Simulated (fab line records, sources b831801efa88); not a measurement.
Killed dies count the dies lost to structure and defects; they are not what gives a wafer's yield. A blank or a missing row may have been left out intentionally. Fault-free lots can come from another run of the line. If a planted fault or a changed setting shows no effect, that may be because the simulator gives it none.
8D (eight disciplines) problem report, filled in by code || flow sky130 || the parts of the form that need people (team, actions taken, sign-off) are left out

== 1. THE ISSUE ==
Wafers without a fault read 380.1 nm, standard deviation 2.2; cd nm at SKY_LDD_P_CD_MEAS_07 reads a mean of 392.6 nm on 4 wafers belonging to 2 lots. Relative to the usual mean, that is a shift of +5.7 standard deviations.
The step: target cd 380 nm.
Earliest sighting: wafer L270.1 on cd sem-01 at day 26 02:56. The record holds 33 wafers of 11 lots with a number at this step. The rule behind "out" and "out of limits": a value lying over 4 standard deviations away from the usual mean. Any other wafer with a number is counted as sound.

== 2. WHAT THIS IS AND IS NOT ==
{"question": "which readings at this step", "is": "cd nm", "is not": "-"}
{"question": "which lots", "is": "L270, L271", "is not": "L251, L252, L257, L258, L259, L261, L262, L269, L273"}
{"question": "which wafers of those lots", "is": "L270.1, L270.6, L271.1, L271.6", "is not": "L270.3, L271.3"}
{"question": "read on which gauges", "is": "cd sem-01, cd sem-02", "is not": "-"}
{"question": "when", "is": "from day 26 02:56", "is not": "up to then (25 sound wafers); but 4 sound wafers of L271, L273 came after"}

== 3. THE SUSPECTS, EACH WITH WHAT RULES IT OUT ==
Counting: if a tool at a process step up to the reading ran every lot that is out, it stays a suspect. Sound lots after the first of them don't rule it out here, since some wafers of a struck lot are sound.
- the gauge at SKY_LDD_P_CD_MEAS_07 is ruled out. The wafers that are out were read on 2 gauges (cd sem-01, cd sem-02).
- litho track-04 at SKY_LDD_P_DEVELOP_06 (develop time 60 s): kept. It processed each lot that is out (first: L270, day 26 02:47); up to then, its last sound lot is L261 (day 23 10:17).
Remaining after the count: litho track-04 at SKY_LDD_P_DEVELOP_06.

== 4. THE CAUSE (what the simulator had put in) ==
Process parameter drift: litho track-04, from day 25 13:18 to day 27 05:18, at SKY_LDD_P_DEVELOP_06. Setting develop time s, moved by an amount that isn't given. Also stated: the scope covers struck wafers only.
This tool alone remained once counting was done.

== 5. SEQUENCE OF EFFECTS, ordered by route ==
One row per reading whose mean, taken over the struck wafers that have a number, lies over 3 standard deviations from the usual. Only readings for which the record gives a usual standard deviation are gone through. hours: the time from each lot's start at the first step in this table that gives one to its start at this step, as a median over the lots. sigmas: the change in usual standard deviations.
{"hours": 0, "step": "SKY_LDD_P_CD_MEAS_07", "reading": "cd nm", "usual": "380.1 nm", "on struck wafers": 392.6, "change": "+12.5", "sigmas": "+5.7"}

== 6. HOW IT WOULD HAVE BEEN CAUGHT EARLIER ==
14 hours passed between the start of the fault at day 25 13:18 and the first reading out of limits at a measuring or inspecting step in this record, taken at day 26 02:56.
Tool readings at SKY_LDD_P_DEVELOP_06 with a usual standard deviation given in the record: none out on any struck wafer, hence no alarm at a limit of 4 standard deviations on them.
Lots out: 2; of these, L271 started SKY_LDD_P_DEVELOP_06 on litho track-04 after day 26 02:56. Putting the tool on hold at that point would have spared it.
